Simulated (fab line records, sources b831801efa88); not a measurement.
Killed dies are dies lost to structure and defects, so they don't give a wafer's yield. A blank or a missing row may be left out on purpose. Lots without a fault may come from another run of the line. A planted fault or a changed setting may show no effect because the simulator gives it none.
Which tool did it? | flow sky130 | 13 lots, 38 wafers sampled, at 5 steps of a route of 708

WHAT THE GAUGES READ, wafer by wafer
SKY_FIELD_ISO_BOW_MEAS_00. Usual: INCOMING_BOW 0 um, standard deviation 5.9.
lot  | measured    | on            | INCOMING_BOW (um) | flag
L731 | day 1 10:00 | film_metro-03 | 6 -6 -3           |
L732 | day 1 15:01 | film_metro-03 | -3 7 -1           |
L734 | day 2 01:02 | film_metro-01 | -5 -4 0           |
L735 | day 2 06:01 | film_metro-03 | 5 13 7            |
L736 | day 2 11:00 | film_metro-01 | -1 1 -15          |
L737 | day 2 16:02 | film_metro-04 | -5 0 4            |
L738 | day 2 21:00 | film_metro-04 | 6 8 -4            |
L740 | day 3 07:01 | film_metro-04 | 3 1 0             |
L749 | day 5 04:01 | film_metro-04 | -4 0 -2           |
L750 | day 5 09:01 | film_metro-03 | -9 2              |
L751 | day 5 14:00 | film_metro-01 | -9 1 -9           |
L753 | day 6 00:01 | film_metro-01 | 1 -18 -6          |
L754 | day 6 05:04 | film_metro-03 | -6 6 4            |

SKY_FIELD_ISO_THK_MEAS_23. Usual: FIELD_ISO_OXIDATION_01_THK 9.98 nm, standard deviation 0.21.
lot  | measured    | on            | FIELD_ISO_OXIDATION_01_THK (nm) | flag
L731 | day 2 07:14 | film_metro-04 | 10.04 9.95 10.01                |
L732 | day 2 14:05 | film_metro-01 | 9.59 9.78 9.75                  |
L734 | day 3 02:12 | film_metro-01 | 10.27 10.13 10.25               |
L735 | day 3 03:04 | film_metro-03 | 9.71 9.77 9.88                  |
L736 | day 3 10:46 | film_metro-03 | 10.22 10.19 10.12               |
L737 | day 3 14:08 | film_metro-01 | 9.89 10.13 10.10                |
L738 | day 3 21:03 | film_metro-04 | 9.93 9.93 9.89                  |
L740 | day 4 06:52 | film_metro-04 | 10.25 10.21 10.27               |
L749 | day 6 08:20 | film_metro-01 | 9.85 9.80 9.89                  |
L750 | day 6 10:01 | film_metro-03 | 9.84 9.94                       |
L751 | day 6 16:38 | film_metro-03 | 9.86 9.89 10.03                 |
L753 | day 7 03:49 | film_metro-04 | 10.19 10.26 10.01               |
L754 | day 7 09:07 | film_metro-04 | 10.35 10.24 10.28               |

SKY_NWELL_TW_MEAS_15. Usual: NWELL_TW 1803, standard deviation 9.1.
lot  | measured     | on            | NWELL_TW       | flag
L731 | day 4 14:31  | film_metro-01 | 1828 1813 1822 |
L732 | day 4 19:55  | film_metro-02 | 1803 1798 1790 |
L734 | day 5 10:23  | film_metro-01 | 1824 1806 1810 |
L735 | day 5 11:55  | film_metro-03 | 1800 1800 1812 |
L736 | day 5 20:22  | film_metro-03 | 1805 1802 1806 |
L737 | day 6 01:20  | film_metro-03 | 1795 1791 1792 |
L738 | day 6 07:27  | film_metro-03 | 1814 1804 1797 |
L740 | day 6 17:52  | film_metro-02 | 1802 1800 1805 |
L749 | day 9 05:58  | film_metro-03 | 1795 1798 1796 |
L750 | day 9 06:55  | film_metro-02 | 1787 1793      |
L751 | day 9 13:01  | film_metro-03 | 1807 1807 1811 |
L753 | day 10 01:58 | film_metro-01 | 1809 1798 1804 |
L754 | day 10 06:56 | film_metro-01 | 1796 1803 1803 |

WHICH TOOL RAN EACH LOT (tool, then ch and the chambers of the sampled wafers, then the start)
lot  | SKY_FIELD_ISO_COAT_08            | SKY_FIELD_ISO_STRIP_16
L731 | litho_track-02 ch 0, day 1 20:00 | plasma_asher-04 ch 0,1, day 2 04:11
L732 | litho_track-02 ch 0, day 2 04:00 | plasma_asher-01 ch 0,1, day 2 12:05
L734 | litho_track-04 ch 0, day 2 14:00 | plasma_asher-03 ch 0,1, day 2 23:46
L735 | litho_track-04 ch 0, day 2 17:00 | plasma_asher-01 ch 0,1, day 3 01:26
L736 | litho_track-04 ch 0, day 2 23:00 | plasma_asher-03 ch 0,1, day 3 07:02
L737 | litho_track-03 ch 0, day 3 03:00 | plasma_asher-04 ch 0,1, day 3 12:11
L738 | litho_track-03 ch 0, day 3 10:00 | plasma_asher-04 ch 0,1, day 3 18:24
L740 | litho_track-03 ch 0, day 3 19:00 | plasma_asher-03 ch 0,1, day 4 04:47
L749 | litho_track-03 ch 0, day 5 17:00 | plasma_asher-01 ch 0,1, day 6 03:20
L750 | litho_track-04 ch 0, day 5 22:00 | plasma_asher-01 ch 0, day 6 07:26
L751 | litho_track-02 ch 0, day 6 02:00 | plasma_asher-03 ch 0,1, day 6 12:27
L753 | litho_track-02 ch 0, day 6 15:00 | plasma_asher-01 ch 1, day 7 01:41
L754 | litho_track-03 ch 0, day 6 21:00 | plasma_asher-03 ch 0,1, day 7 06:20
- SKY_FIELD_ISO_COAT_08: resist thk 450 nm.
- SKY_FIELD_ISO_STRIP_16: strips in O2/N2.

WHAT THE TOOLS THEMSELVES READ (means of the sampled wafers that have a number; where no wafer has one, the mark that the record gives instead)
SKY_FIELD_ISO_STRIP_16. Usual: drypump_motor_current_A 5.5 A, standard deviation 0.35; o2_flow_sccm 3000 sccm, standard deviation 9.3; oes_product_au 0.378 a.u., standard deviation 0.0053; strip_time_to_endpoint_s 3.55 s, standard deviation 0.038.
lot  | tool            | drypump_motor_current_A (A) | o2_flow_sccm (sccm) | oes_product_au (a.u.) | strip_time_to_endpoint_s (s) | flag
L731 | plasma_asher-04 | 5.8                         | 3001                | 0.376                 | 3.52                         |
L732 | plasma_asher-01 | 5.7                         | 2991                | 0.373                 | 3.49                         |
L734 | plasma_asher-03 | 5.0                         | 3004                | 0.383                 | 3.58                         |
L735 | plasma_asher-01 | 5.6                         | 2994                | 0.375                 | 3.57                         |
L736 | plasma_asher-03 | 5.1                         | 2998                | 0.376                 | 3.53                         |
L737 | plasma_asher-04 | 5.8                         | 2999                | 0.375                 | 3.57                         |
L738 | plasma_asher-04 | 5.7                         | 2994                | 0.377                 | 3.54                         |
L740 | plasma_asher-03 | 5.0                         | 2996                | 0.375                 | 3.53                         |
L749 | plasma_asher-01 | 5.7                         | 2999                | 0.377                 | 3.55                         |
L750 | plasma_asher-01 | 5.5                         | 3008                | 0.371                 | 3.40                         | OFF
L751 | plasma_asher-03 | 5.1                         | 2997                | 0.385                 | 3.59                         |
L753 | plasma_asher-01 | 5.8                         | 3008                | 0.382                 | 3.52                         |
L754 | plasma_asher-03 | 5.1                         | 3008                | 0.380                 | 3.52                         |

THE ANSWER, worked out from the rows above alone
Rule: a lot is off if the mean of its wafers that have a number lies more than 3 standard deviations from the usual mean. A lot without any number at a reading at which 4 lots or more have one is off too. The other lots that the step has rows for count as sound. The gauges are gone through in route order, then the tools' own readings, and for those a lot's mean is taken as printed above. The first step at which some lot is off is used, and at that step the reading that is off furthest; a lot without a number counts as furthest.
Off: L750, at SKY_FIELD_ISO_STRIP_16 (strip_time_to_endpoint_s).
A tool fits if, at that step or a process step before it, it ran every lot that is off, and no sound lot after the first of them. One fits: litho_track-04 at SKY_FIELD_ISO_COAT_08. Its last sound lot is L736 (day 2 23:00), its first lot that is off L750 (day 5 22:00): a fault that began between those two fits.

WHAT THE SIMULATOR HAD PUT IN
Process parameter drift: litho_track-04, from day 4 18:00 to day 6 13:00, at SKY_FIELD_ISO_COAT_08. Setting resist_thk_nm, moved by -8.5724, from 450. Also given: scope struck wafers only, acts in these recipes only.
Lots struck among those shown: L750. The rule above found the same.
